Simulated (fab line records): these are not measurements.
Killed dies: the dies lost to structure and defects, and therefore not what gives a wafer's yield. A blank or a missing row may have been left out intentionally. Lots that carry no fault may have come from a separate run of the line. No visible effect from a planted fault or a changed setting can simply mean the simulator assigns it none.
Which tool was responsible? | flow sky130 | 45 wafers from 15 lots sampled at 2 of the route's 708 steps

WHAT THE GAUGES READ, wafer by wafer
SKY_VT_ADJUST_NCORE_TW_MEAS_11.
lot  | measured     | on            | VT_ADJUST_NCORE_TW
L482 | day 8 12:34  | film-metro-04 | 218.5 219.3 218.2
L483 | day 8 16:59  | film-metro-04 | 219.3 219.0 219.1
L485 | day 9 09:35  | film-metro-03 | 217.8 217.4 216.5
L487 | day 10 12:07 | film-metro-04 | 220.8 220.9 221.6
L488 | day 10 21:14 | film-metro-04 | 220.8 221.1 220.8
L489 | day 11 03:45 | film-metro-01 | 218.9 220.0 219.9
L490 | day 11 13:14 | film-metro-01 | 219.3 219.0 219.2
L491 | day 11 21:22 | film-metro-01 | 221.3 220.2 220.0
L492 | day 12 01:22 | film-metro-04 | 218.7 220.0 219.9
L493 | day 12 10:05 | film-metro-04 | 217.9 219.0 218.3
L494 | day 12 16:40 | film-metro-03 | 217.8 218.3 217.8
L497 | day 13 14:01 | film-metro-03 | 218.4 219.9 218.7
L501 | day 15 04:34 | film-metro-03 | 216.2 217.3 217.4
L503 | day 15 22:24 | film-metro-03 | 216.3 217.3 215.6
L502 | day 15 23:20 | film-metro-01 | 217.5 218.7 218.4

SKY_SONOS_ONO_THK_MEAS_03.
lot  | measured     | on            | SONOS_ONO_CVD_02_THK (nm)
L482 | day 11 15:23 | film-metro-04 | 10.68 10.80 10.76
L483 | day 11 20:15 | film-metro-03 | 10.48 10.42 10.37
L485 | day 12 14:12 | film-metro-01 | 10.41 10.39 10.43
L487 | day 13 20:01 | film-metro-01 | 10.49 10.39 10.29
L488 | day 14 05:18 | film-metro-03 | 10.43 10.48 10.54
L489 | day 14 14:29 | film-metro-01 | 10.71 10.78 10.74
L490 | day 15 01:17 | film-metro-01 | 10.40 10.37 10.32
L491 | day 15 07:35 | film-metro-03 | 10.55 10.64 10.64
L492 | day 15 13:39 | film-metro-01 | 10.54 10.45 10.45
L493 | day 16 00:26 | film-metro-01 | 10.50 10.43 10.49
L494 | day 16 07:22 | film-metro-01 | 10.37 10.49 10.52
L497 | day 17 10:20 | film-metro-01 | 10.43 10.43 10.48
L501 | day 18 23:10 | film-metro-03 | 10.46 10.41 10.39
L503 | day 19 18:00 | film-metro-04 | 10.46 10.55 10.58
L502 | day 19 18:01 | film-metro-03 | 10.56 10.64 10.56

TOOL THAT RAN EACH LOT (tool first, then ch and the chambers of the sampled wafers, then the start)
The record holds no process step before these readings.

WHAT THE TOOLS THEMSELVES READ (means of the sampled wafers that have a number; where no wafer has one, the mark that the record gives instead)
The record holds no such reading with a usual standard deviation.

THE ANSWER, worked out from the rows above alone
Rule: what is usual is taken from the lots themselves. Put in order of their means at a reading, lots are off if they are a third of the lots or fewer, leave a main group of 4 or more, and stand apart from it by a gap of 3 or more times the standard deviation of the main group's means; of several such gaps the widest counts. The tables above print the reading to a certain number of digits; a main group whose means all agree to those digits is not used. A lot without any number at a reading at which 4 lots or more have one is off too. The other lots that the step has rows for count as sound. After the gauges, taken in route order, come the tools' own readings; for these a lot's mean is taken, as printed above. The first step at which some lot is off is used, and at that step the reading that is off furthest; a lot without a number counts as furthest.
Across all readings shown, no lot is off: no conclusion can be drawn from this.

WHAT WAS PUT IN BY THE SIMULATOR
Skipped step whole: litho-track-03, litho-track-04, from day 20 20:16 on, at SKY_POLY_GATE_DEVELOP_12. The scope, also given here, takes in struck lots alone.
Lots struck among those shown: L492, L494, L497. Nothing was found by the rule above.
